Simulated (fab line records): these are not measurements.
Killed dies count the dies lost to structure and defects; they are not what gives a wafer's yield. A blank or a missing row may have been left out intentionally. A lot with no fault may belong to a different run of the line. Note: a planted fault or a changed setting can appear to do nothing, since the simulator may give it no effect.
fab line records	flow gf180mcu
[record] lots = 7	wafers = 21	lastDay = 33
route steps=602 shown NWELL@52 LVPWELL@54 MVSD@66 MVPSD@78
lots that met no fault: from a run of the same line without faults
startH: hours from the record's first day to the start of the lot's first wafer shown	waitH: hours elapsed since this lot's preceding step	" unchanged from the row above	L1.1+2: several wafers, shown together as one row	- value missing, or start not given	* or withheld: withheld	< > ~ a bound
route shown NAME@n: a module of which the file shows steps, and the number in the route of the first	usual: mean/standard deviation taken from wafers without a fault	same: alike in all rows	chamber/n: place in a boat	sites: the reading at each site	_std_site: the values' standard deviation	_edge_site: the outer-site mean with the inner-site mean subtracted	radiusMm: for every site, how far away it sits from the centre of the wafer	mask NAME#n: copy n	behind: the most recent tool/chamber to have shaped the wafer	hold: why the lot was held/for how many hours/how that ended	device: transistor that didn't switch, given as n, p or np	end of line: the tests these same wafers got at the end of their route	a step with no rows: only its recipe	killed: count of dies lost to structure and defects at first sort (not the wafer's yield)	map: shows each die of a wafer: x if killed, . if not, _ if none is there
set.NAME: the setting the step ran with; set.NAME@STEP: the setting that earlier step ran with	model.NAME: the simulator's own value behind a step, which no gauge read
lots at some steps of the route; a table a step, a row a wafer
services: when a tool's chamber went out of use (startH, in hours from the record's first day, below 0 if earlier), for how many hours, and the reason
[[steps]]
[step GF_NWELL_STRIP_10]
[recipe] chemistry = O2/N2	powerW = 1400	pressureMtorr = 1500	platenTempC = 250	o2FlowSccm = 3000	n2FlowSccm = 300	overashFraction = 0.5
[usual] chamberPressureMTorr = 1499.9/1.3	drypumpMotorCurrentA = 6.05/0.077	heaterPowerW = 347/29	oesProductAu = 0.723/0.0045	stripTimeToEndpointS = 36.99/0.11
lot.wafer	tool	chamber	startH	waitH	chamberPressureMTorr	drypumpMotorCurrentA	heaterPowerW	oesProductAu	rfHoursCounterH	stripTimeToEndpointS
L755.1	plasmaAsher-04	1	83.03	0.1	1498.5	5.94	330	0.719	44	37.01
L755.2	"	0	"	"	1499.8	5.99	316	0.719	44	37.03
L755.5	"	1	"	"	1499.1	5.96	334	0.724	-	37.01
L762.1	plasmaAsher-04	0	116.88	0.1	1501.0	6.04	327	0.724	48	36.96
L762.2	"	1	"	"	1501.1	5.98	332	0.726	48	37.00
L762.3	"	0	"	"	1500.7	6.02	334	0.728	-	37.02
L763.2	plasmaAsher-04	0	121.02	0.1	1500.8	6.00	331	0.726	49	37.04
L763.4	"	1	"	"	1499.2	5.99	341	0.723	-	36.89
L763.6	"	0	"	"	1500.1	6.02	340	0.722	-	37.05
L764.1	plasmaAsher-03	0	126.87	0.1	1499.6	6.11	337	0.728	47	36.99
L764.2	"	1	"	"	1497.9	6.05	342	0.727	47	36.97
L764.4	"	1	"	"	1501.5	6.04	341	0.719	-	37.09
L766.2	plasmaAsher-04	0	138.42	0.1	1499.0	6.02	320	0.721	51	37.20
L766.3	"	1	"	"	1499.9	5.95	329	0.724	-	37.23
L766.6	"	1	"	"	1498.8	5.98	334	0.715	-	37.10
L770.2	plasmaAsher-02	1	163.38	0.1	1500.2	6.02	322	0.722	5	36.94
L770.3	"	1	"	"	1500.4	6.04	329	0.723	-	36.89
L770.4	"	0	"	"	1498.5	6.21	423	0.723	-	36.91
L771.1	plasmaAsher-02	1	166.28	0.1	1499.4	6.02	322	0.723	5	36.75
L771.5	"	0	"	"	1499.3	6.22	427	0.721	-	36.78
L771.6	"	1	"	"	1498.3	5.97	329	0.723	-	36.66
[step GF_NWELL_TW_MEAS_11]
[usual] NWELL_TW = 1573/14
lot.wafer	tool	chamber	startH	waitH	NWELL_TW
L755.1	filmMetro-01	-	83.13	0.1	1583
L755.2	"	-	"	"	1582
L755.5	"	-	"	"	1578
L762.1	filmMetro-01	-	116.98	0.1	1585
L762.2	"	-	"	"	1586
L762.3	"	-	"	"	1582
L763.2	filmMetro-02	-	121.13	0.1	1551
L763.4	"	-	"	"	1544
L763.6	"	-	"	"	1546
L764.1	filmMetro-01	-	126.97	0.1	1572
L764.2	"	-	"	"	1570
L764.4	"	-	"	"	1566
L766.2	filmMetro-01	-	138.53	0.1	1559
L766.3	"	-	"	"	1570
L766.6	"	-	"	"	1575
L770.2	filmMetro-01	-	163.49	0.1	1584
L770.3	"	-	"	"	1572
L770.4	"	-	"	"	1570
L771.1	filmMetro-03	-	166.38	0.1	1592
L771.5	"	-	"	"	1589
L771.6	"	-	"	"	1587
[step GF_LVPWELL_DEHYDRATE_00]
[recipe] tempC = 200	timeS = 60
[step GF_LVPWELL_HMDS_01]
[recipe] primeTimeS = 60	primeTempC = 120
[step GF_LVPWELL_COAT_02]
[recipe] spinRpm = 2000	resistThkNm = 3000
[step GF_LVPWELL_SOFTBAKE_03]
[recipe] tempC = 110	timeS = withheld
[step GF_LVPWELL_EXPOSE_04]
[recipe] maskId = LVPWELL	targetCdNm = 600	na = 0.6	sourceShape = conventional	sigmaOuter = 0.6	doseMj = 260
[step GF_LVPWELL_PEB_05]
[recipe] tempC = 115	timeS = withheld
[step GF_LVPWELL_DEVELOP_06]
[recipe] wallAngleDeg = 90	developTimeS = 60	devTempC = 23
[step GF_LVPWELL_OVL_MEAS_07]
[usual] LVPWELL_OVL = -0.1/1.1
lot.wafer	tool	chamber	startH	waitH	LVPWELL_OVL[nm]
L755.1	overlay-02	-	95.89	-	-0.4
L755.2	"	-	"	"	-0.8
L755.5	"	-	"	"	0.6
L762.1	overlay-01	-	130.34	-	0.0
L762.2	"	-	"	"	0.3
L762.3	"	-	"	"	0.9
L763.2	overlay-02	-	135.25	-	-1.1
L763.4	"	-	"	"	-0.3
L763.6	"	-	"	"	-1.1
L764.1	overlay-01	-	140.29	-	-0.9
L764.2	"	-	"	"	0.8
L764.4	"	-	"	"	-0.5
L766.2	overlay-02	-	152.64	-	-0.5
L766.3	"	-	"	"	0.1
L766.6	"	-	"	"	-1.0
L770.2	overlay-02	-	178.39	-	-0.2
L770.3	"	-	"	"	-3.2
L770.4	"	-	"	"	-0.5
L771.1	overlay-01	-	180.98	-	-0.8
L771.5	"	-	"	"	-0.8
L771.6	"	-	"	"	-1.0
[step GF_LVPWELL_IMPLANT_08]
[recipe] species = B	energyKev = 170	doseCm2 = 1.5e+13	tiltDeg = 0
[step GF_LVPWELL_IMPLANT_09]
[recipe] species = B	energyKev = 60	doseCm2 = 5e+12	tiltDeg = 0
[step GF_LVPWELL_STRIP_10]
[recipe] chemistry = O2/N2	powerW = 1400	pressureMtorr = 1500	platenTempC = 250	o2FlowSccm = 3000	n2FlowSccm = 300	overashFraction = 0.5
[usual] chamberPressureMTorr = 1499.7/2.4	drypumpMotorCurrentA = 5.6/0.51	heaterPowerW = 331/37	oesProductAu = 0.723/0.0042	stripTimeToEndpointS = 36.95/0.097
lot.wafer	tool	chamber	startH	waitH	chamberPressureMTorr	drypumpMotorCurrentA	heaterPowerW	oesProductAu	rfHoursCounterH	stripTimeToEndpointS	model.coat_of_LVPWELL_COAT_02.thkNm
L755.1	plasmaAsher-03	0	96.23	0.1	1497.6	6.1	341	0.722	43	36.94	0
L755.2	"	1	"	"	1500.7	6.0	341	0.722	43	37.10	0
L755.5	"	0	"	"	1500.2	6.1	341	0.714	-	36.86	0
L762.1	plasmaAsher-02	1	130.68	0.1	-	-	-	-	-	-	2996
L762.2	"	0	"	"	-	-	-	-	-	-	3007
L762.3	"	1	"	"	-	-	-	-	-	-	3002
L763.2	plasmaAsher-01	0	135.58	0.1	-	-	-	-	-	-	2979
L763.4	"	0	"	"	-	-	-	-	-	-	2990
L763.6	"	0	"	"	-	-	-	-	-	-	2984
L764.1	plasmaAsher-01	1	140.62	0.1	-	-	-	-	-	-	3020
L764.2	"	0	"	"	-	-	-	-	-	-	3008
L764.4	"	1	"	"	-	-	-	-	-	-	3001
L766.2	plasmaAsher-01	0	152.97	0.1	1501.4	5.2	314	0.720	36	36.96	0
L766.3	"	1	"	"	1498.7	5.0	286	0.733	-	37.01	0
L766.6	"	1	"	"	1501.7	5.0	288	0.726	-	36.94	0
L770.2	plasmaAsher-01	1	178.72	0.1	1500.9	5.0	287	0.728	39	37.06	0
L770.3	"	0	"	"	1500.8	5.2	315	0.724	-	36.93	0
L770.4	"	1	"	"	1501.8	4.9	291	0.721	-	36.92	0
L771.1	plasmaAsher-01	0	181.32	0.1	1500.5	5.2	303	0.720	39	36.87	0
L771.5	"	1	"	"	1500.5	5.0	281	0.727	-	36.98	0
L771.6	"	0	"	"	1499.1	5.2	313	0.714	-	36.90	0
[step GF_LVPWELL_TW_MEAS_11]
[usual] LVPWELL_TW = 559/5.3
lot.wafer	tool	chamber	startH	waitH	LVPWELL_TW
L755.1	filmMetro-02	-	96.33	0.1	551
L755.2	"	-	"	"	550
L755.5	"	-	"	"	555
L762.1	filmMetro-01	-	130.78	0.1	557
L762.2	"	-	"	"	560
L762.3	"	-	"	"	559
L763.2	filmMetro-02	-	135.69	0.1	554
L763.4	"	-	"	"	556
L763.6	"	-	"	"	551
L764.1	filmMetro-03	-	140.72	0.1	561
L764.2	"	-	"	"	562
L764.4	"	-	"	"	566
L766.2	filmMetro-02	-	153.08	0.1	552
L766.3	"	-	"	"	549
L766.6	"	-	"	"	549
L770.2	filmMetro-01	-	178.83	0.1	562
L770.3	"	-	"	"	563
L770.4	"	-	"	"	561
L771.1	filmMetro-03	-	181.43	0.1	563
L771.5	"	-	"	"	564
L771.6	"	-	"	"	565
[step GF_MVSD_DEHYDRATE_00]
[recipe] tempC = 200	timeS = 60
[step GF_MVSD_HMDS_01]
[recipe] primeTimeS = 60	primeTempC = 120
[step GF_MVSD_COAT_02]
[recipe] spinRpm = 2000	resistThkNm = 3000
[step GF_MVSD_SOFTBAKE_03]
[recipe] tempC = 110	timeS = withheld
[step GF_MVSD_EXPOSE_04]
[recipe] maskId = MVSD	targetCdNm = 1000	na = 0.6	sourceShape = conventional	sigmaOuter = 0.6	doseMj = 260
[step GF_MVSD_PEB_05]
[recipe] tempC = 115	timeS = withheld
[step GF_MVSD_DEVELOP_06]
[recipe] wallAngleDeg = 90	developTimeS = 60	devTempC = 23
[step GF_MVSD_OVL_MEAS_07]
[usual] MVSD_OVL = -0.6/1.3
lot.wafer	tool	chamber	startH	waitH	MVSD_OVL[nm]
L755.1	overlay-01	-	109.69	-	-2.0
L755.2	"	-	"	"	-1.5
L755.5	"	-	"	"	0.5
L762.1	overlay-02	-	144.39	-	-3.7
L762.2	"	-	"	"	-2.7
L762.3	"	-	"	"	-3.0
L763.2	overlay-02	-	149.65	-	0.3
L763.4	"	-	"	"	1.4
L763.6	"	-	"	"	1.7
L764.1	overlay-02	-	155.09	-	-0.1
L764.2	"	-	"	"	-1.1
L764.4	"	-	"	"	0.3
L766.2	overlay-02	-	167.19	-	-1.7
L766.3	"	-	"	"	1.3
L766.6	"	-	"	"	-2.1
L770.2	overlay-01	-	194.09	-	-0.8
L770.3	"	-	"	"	-1.1
L770.4	"	-	"	"	-1.0
L771.1	overlay-01	-	196.44	-	0.3
L771.5	"	-	"	"	-0.9
L771.6	"	-	"	"	-1.0
[step GF_MVSD_IMPLANT_08]
[recipe] species = P	energyKev = 400	doseCm2 = 1.6e+13	tiltDeg = 0
[step GF_MVSD_IMPLANT_09]
[recipe] species = P	energyKev = 100	doseCm2 = 5e+12	tiltDeg = 0
[step GF_MVSD_STRIP_10]
[recipe] chemistry = O2/N2	powerW = 1400	pressureMtorr = 1500	platenTempC = 250	o2FlowSccm = 3000	n2FlowSccm = 300	overashFraction = 0.5
[usual] chamberPressureMTorr = 1500.1/1.3	drypumpMotorCurrentA = 5.5/0.48	heaterPowerW = 319/20	oesProductAu = 0.723/0.0045	stripTimeToEndpointS = 36.93/0.1
lot.wafer	tool	chamber	startH	waitH	chamberPressureMTorr	drypumpMotorCurrentA	heaterPowerW	oesProductAu	rfHoursCounterH	stripTimeToEndpointS
L755.1	plasmaAsher-03	1	110.02	0.1	1501.3	6.0	349	0.723	45	36.87
L755.2	"	0	"	"	1499.3	6.1	337	0.730	45	36.89
L755.5	"	1	"	"	1500.9	6.0	346	0.717	-	36.94
L762.1	plasmaAsher-01	0	144.73	0.1	1501.3	5.2	314	0.737	35	81.20
L762.2	"	1	"	"	1499.5	5.0	292	0.744	35	81.30
L762.3	"	1	"	"	1498.7	5.0	292	0.741	-	81.30
L763.2	plasmaAsher-04	0	149.98	0.1	1500.2	6.0	331	0.727	52	80.90
L763.4	"	1	"	"	1501.3	5.9	331	0.739	-	81.07
L763.6	"	0	"	"	1501.4	6.0	326	0.736	-	81.05
L764.1	plasmaAsher-04	1	155.42	0.1	1500.6	6.0	342	0.732	52	81.33
L764.2	"	0	"	"	1500.8	6.0	322	0.739	52	81.14
L764.4	"	1	"	"	1498.5	5.9	332	0.739	-	81.05
L766.2	plasmaAsher-01	1	167.52	0.1	1499.5	5.0	296	0.723	37	36.85
L766.3	"	1	"	"	1499.3	5.0	290	0.723	-	36.89
L766.6	"	0	"	"	1500.7	5.2	325	0.718	-	36.90
L770.2	plasmaAsher-01	0	194.42	0.1	1502.2	5.2	320	0.725	40	36.92
L770.3	"	1	"	"	1499.6	5.0	288	0.719	-	36.87
L770.4	"	0	"	"	1498.9	5.2	321	0.722	-	36.85
L771.1	plasmaAsher-01	0	196.78	0.1	1502.1	5.2	314	0.717	40	36.92
L771.5	"	1	"	"	1498.5	4.9	291	0.726	-	36.79
L771.6	"	0	"	"	1498.5	5.2	309	0.727	-	36.99
[step GF_MVSD_TW_MEAS_11]
[usual] MVSD_TW = 1576/15
lot.wafer	tool	chamber	startH	waitH	MVSD_TW
L755.1	filmMetro-03	-	110.12	0.1	1581
L755.2	"	-	"	"	1589
L755.5	"	-	"	"	1577
L762.1	filmMetro-02	-	144.83	0.1	30
L762.2	"	-	"	"	30
L762.3	"	-	"	"	30
L763.2	filmMetro-03	-	150.09	0.1	30
L763.4	"	-	"	"	30
L763.6	"	-	"	"	30
L764.1	filmMetro-02	-	155.52	0.1	30
L764.2	"	-	"	"	30
L764.4	"	-	"	"	29
L766.2	filmMetro-01	-	167.63	0.1	1579
L766.3	"	-	"	"	1585
L766.6	"	-	"	"	1584
L770.2	filmMetro-01	-	194.53	0.1	1579
L770.3	"	-	"	"	1579
L770.4	"	-	"	"	1574
L771.1	filmMetro-03	-	196.88	0.1	1589
L771.5	"	-	"	"	1595
L771.6	"	-	"	"	1583
[step GF_MVPSD_DEHYDRATE_00]
[recipe] tempC = 200	timeS = 60
[[services]]
tool	chamber	startH	hours	kind
plasmaAsher-04	-	64.37	1.3	repair
plasmaAsher-03	-	103.55	2.8	pm
plasmaAsher-02	-	108.75	9.0	pm
plasmaAsher-02	0	108.75	13.8	ventCycle
plasmaAsher-02	1	108.75	13.8	ventCycle
plasmaAsher-02	-	110.09	12.5	repair
plasmaAsher-02	0	117.75	-	clean
plasmaAsher-02	1	117.75	-	clean
plasmaAsher-01	-	131.84	0.9	repair
plasmaAsher-02	-	176.75	2.1	repair
[[key]]
[firstSign] step = GF_LVPWELL_STRIP_10	reading = toolRecord	direction = missing
[effect] step = GF_MVSD_STRIP_10	reading = stripTimeToEndpointS	direction = up	sigmas = 99+	usual = *	struck = *
[effect] step = GF_MVSD_TW_MEAS_11	reading = MVSD_TW	direction = down	sigmas = 99+	usual = 1576	struck = 30
[modelEffect] step = GF_LVPWELL_STRIP_10	value = coat_of_LVPWELL_COAT_02.thkNm	without = 0	struck = 2999
metAt GF_LVPWELL_STRIP_10
struckWafers L762.1,L762.2,L762.3,L763.2,L763.4,L763.6,L764.1,L764.2,L764.4
sortLeftOut L762.1,L762.2,L762.3,L763.2,L763.4,L763.6,L764.1,L764.2,L764.4
testerLeftOut L762,L763,L764
[fault] kind = skippedStepWhole	tool = plasmaAsher-01,plasmaAsher-02	chamber = -	onsetH = 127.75	steps = GF_LVPWELL_STRIP_10	scope = struckLotsOnly
// testerLeftOut: of these lots the tester's yield and bins aren't shown, on N5 and GAA mostly nor the transistor test; their killed dies are dies lost to structure and defects alone, not to doping, threshold or leakage, so they don't give the yield
// sortLeftOut: the simulated sort isn't trusted on such a fault, so these wafers' sort isn't shown, and their yield isn't known
